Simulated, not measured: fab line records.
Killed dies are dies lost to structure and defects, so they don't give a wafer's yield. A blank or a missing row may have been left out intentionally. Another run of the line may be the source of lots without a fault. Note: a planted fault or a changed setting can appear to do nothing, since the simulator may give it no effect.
Matching of chambers || flow gf180mcu || cmp-01 running GF_V1_CMP_26: 4 sister chambers
The step polishes, stops on SiO2, t overpolish 15 s, target thk 0 nm. 22 wafers are shown with their chamber, then 11 later ones without.

## WAFERS PAIRED WITH THEIR CHAMBERS
{"wafer": "L161.2", "chamber": 3, "motor current A (A)": 8.7, "time to endpoint s (s)": 88, "overpolish run s (s)": 15.015}
{"wafer": "L161.3", "chamber": 0, "motor current A (A)": 11.2, "time to endpoint s (s)": 81, "overpolish run s (s)": 14.991}
{"wafer": "L161.4", "chamber": 2, "motor current A (A)": 9.7, "time to endpoint s (s)": 90, "overpolish run s (s)": 14.994}
{"wafer": "L162.1", "chamber": 2, "motor current A (A)": 10.4, "time to endpoint s (s)": 90, "overpolish run s (s)": 15.002}
{"wafer": "L162.3", "chamber": 0, "motor current A (A)": 11.4, "time to endpoint s (s)": 86, "overpolish run s (s)": 14.990}
{"wafer": "L162.6", "chamber": 2, "motor current A (A)": 9.9, "time to endpoint s (s)": 95, "overpolish run s (s)": 14.992}
{"wafer": "L165.1", "chamber": 1, "motor current A (A)": 11.0, "time to endpoint s (s)": 83, "overpolish run s (s)": 14.994}
{"wafer": "L165.4", "chamber": 3, "motor current A (A)": 8.9, "time to endpoint s (s)": 90, "overpolish run s (s)": 14.996}
{"wafer": "L165.5", "chamber": 1, "motor current A (A)": 10.4, "time to endpoint s (s)": 82, "overpolish run s (s)": 15.001}
{"wafer": "L167.1", "chamber": 2, "motor current A (A)": 9.8, "time to endpoint s (s)": 92, "overpolish run s (s)": 15.002}
{"wafer": "L167.3", "chamber": 3, "motor current A (A)": 9.5, "time to endpoint s (s)": 87, "overpolish run s (s)": 15.014}
{"wafer": "L167.4", "chamber": 1, "motor current A (A)": 9.9, "time to endpoint s (s)": 79, "overpolish run s (s)": 14.994}
{"wafer": "L170.4", "chamber": 3, "motor current A (A)": 9.6, "time to endpoint s (s)": 88, "overpolish run s (s)": 15.002}
{"wafer": "L170.5", "chamber": 1, "motor current A (A)": 10.2, "time to endpoint s (s)": 77, "overpolish run s (s)": 15.000}
{"wafer": "L170.6", "chamber": 0, "motor current A (A)": 11.1, "time to endpoint s (s)": 84, "overpolish run s (s)": 15.000}
{"wafer": "L171.1", "chamber": 0, "motor current A (A)": 11.3, "time to endpoint s (s)": 84, "overpolish run s (s)": 14.998}
{"wafer": "L171.2", "chamber": 3, "motor current A (A)": 9.8, "time to endpoint s (s)": 85, "overpolish run s (s)": 15.001}
{"wafer": "L171.4", "chamber": 1, "motor current A (A)": 10.1, "time to endpoint s (s)": 81, "overpolish run s (s)": 14.991}
{"wafer": "L175.1", "chamber": 3, "motor current A (A)": 9.6, "time to endpoint s (s)": 87, "overpolish run s (s)": 15.001}
{"wafer": "L175.3", "chamber": 1, "motor current A (A)": 10.8, "time to endpoint s (s)": 81, "overpolish run s (s)": 14.990}
{"wafer": "L175.6", "chamber": 0, "motor current A (A)": 11.2, "time to endpoint s (s)": 84, "overpolish run s (s)": 15.001}
{"wafer": "L177.1", "chamber": 3, "motor current A (A)": 9.1, "time to endpoint s (s)": 87, "overpolish run s (s)": 15.018}

SIGNATURES, as means of the wafers listed above
{"reading": "motor current A", "chamber 0": 11.240, "chamber 1": 10.400, "chamber 2": 9.950, "chamber 3": 9.314, "scatter within a chamber": 0.355}
{"reading": "time to endpoint s", "chamber 0": 83.80, "chamber 1": 80.50, "chamber 2": 91.75, "chamber 3": 87.43, "scatter within a chamber": 1.93}
{"reading": "overpolish run s", "chamber 0": 14.99600, "chamber 1": 14.99500, "chamber 2": 14.99750, "chamber 3": 15.00671, "scatter within a chamber": 0.00643}
Rule: for each reading, subtract the chamber's mean from the wafer's reading, divide by that reading's scatter and square the result; add these up over the readings and take the root, which gives the wafer's distance from the chamber. The wafer belongs to the nearest chamber; if the next one is less than 2 further off, it can't be placed. The scatter: the root of (the sum of the squares of (reading less its chamber's mean) over the shown wafers, divided by (wafers less chambers)).

## WAFERS WITHOUT THEIR CHAMBER
{"wafer": "L177.3", "motor current A (A)": 11.3, "time to endpoint s (s)": 86, "overpolish run s (s)": 14.978}
{"wafer": "L177.4", "motor current A (A)": 10.1, "time to endpoint s (s)": 80, "overpolish run s (s)": 14.999}
{"wafer": "L178.1", "motor current A (A)": 10.4, "time to endpoint s (s)": 80, "overpolish run s (s)": 14.993}
{"wafer": "L178.4", "motor current A (A)": 10.7, "time to endpoint s (s)": 82, "overpolish run s (s)": 15.004}
{"wafer": "L178.5", "motor current A (A)": 10.4, "time to endpoint s (s)": 94, "overpolish run s (s)": 15.015}
{"wafer": "L179.4", "motor current A (A)": 10.2, "time to endpoint s (s)": 96, "overpolish run s (s)": 14.987}
{"wafer": "L179.5", "motor current A (A)": 9.1, "time to endpoint s (s)": 91, "overpolish run s (s)": 15.001}
{"wafer": "L179.6", "motor current A (A)": 11.0, "time to endpoint s (s)": 87, "overpolish run s (s)": 14.999}
{"wafer": "L180.1", "motor current A (A)": 10.4, "time to endpoint s (s)": 81, "overpolish run s (s)": 14.979}
{"wafer": "L180.4", "motor current A (A)": 10.7, "time to endpoint s (s)": 91, "overpolish run s (s)": 15.000}
{"wafer": "L180.5", "motor current A (A)": 10.7, "time to endpoint s (s)": 78, "overpolish run s (s)": 14.997}

## CHAMBER TAKEN BY EACH
{"wafer": "L177.3", "from the rows above": "can't be placed: 0 or 1", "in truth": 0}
{"wafer": "L177.4", "from the rows above": 1, "in truth": 1}
{"wafer": "L178.1", "from the rows above": 1, "in truth": 1}
{"wafer": "L178.4", "from the rows above": "can't be placed: 1 or 0", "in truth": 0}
{"wafer": "L178.5", "from the rows above": "can't be placed: 2 or 3", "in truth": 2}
{"wafer": "L179.4", "from the rows above": 2, "in truth": 2}
{"wafer": "L179.5", "from the rows above": "can't be placed: 3 or 2", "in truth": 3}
{"wafer": "L179.6", "from the rows above": "can't be placed: 0 or 1", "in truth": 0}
{"wafer": "L180.1", "from the rows above": "can't be placed: 1 or 0", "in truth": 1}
{"wafer": "L180.4", "from the rows above": "can't be placed: 2 or 0", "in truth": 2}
{"wafer": "L180.5", "from the rows above": "can't be placed: 1 or 0", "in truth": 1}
Correctly placed: 3 of 11. Unplaceable from these rows: 8, with the true chamber sitting among the candidates in 8. Number placed wrongly: 0.
